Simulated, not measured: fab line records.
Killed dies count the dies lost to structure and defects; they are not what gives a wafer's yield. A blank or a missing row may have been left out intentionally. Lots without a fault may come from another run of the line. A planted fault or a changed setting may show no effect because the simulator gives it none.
Matching of chambers    flow sky130    SKY_PASSIVATION_CVD_02 on pecvd-02: 3 sister chambers
The step deposits Si3N4, target thk 540 nm. 6 wafers are shown with their chamber, then 11 later ones without.

EACH WAFER AND ITS CHAMBER
wafer   chamber  heaterPowerW (W)
L088.6  0        909
L090.5  0        752
L091.1  2        1023
L091.2  1        780
L091.3  2        1114
L091.4  1        636

WAFERS WITH NO CHAMBER GIVEN
wafer   heaterPowerW (W)
L091.5  674
L091.6  1138
L093.2  984
L093.5  1046
L093.6  774
L094.1  1139
L094.4  767
L094.5  1162
L096.1  701
L096.5  1091
L096.6  721

CHAMBER TAKEN BY EACH
wafer   from the rows above      in truth
L091.5  can't be placed: 1 or 0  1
L091.6  2                        2
L093.2  can't be placed: 2 or 0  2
L093.5  2                        2
L093.6  can't be placed: 0 or 1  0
L094.1  2                        2
L094.4  can't be placed: 1 or 0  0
L094.5  2                        2
L096.1  can't be placed: 1 or 0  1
L096.5  2                        2
L096.6  can't be placed: 1 or 0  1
Correct placement for 5 of the 11. Unplaceable from these rows: 6, with the true chamber sitting among the candidates in 6. Placed wrongly: 0.
How it was worked out, from the rows above alone: a wafer's distance from a chamber is the root of the sum, over the readings, of the square of ((its reading less the chamber's mean) divided by the reading's scatter). The wafer belongs to the nearest chamber; if the next one is less than 2 further off, it can't be placed. A chamber's mean is the mean of its shown wafers. The scatter: the root of (the sum of the squares of (reading less its chamber's mean) over the shown wafers, divided by (wafers less chambers)).
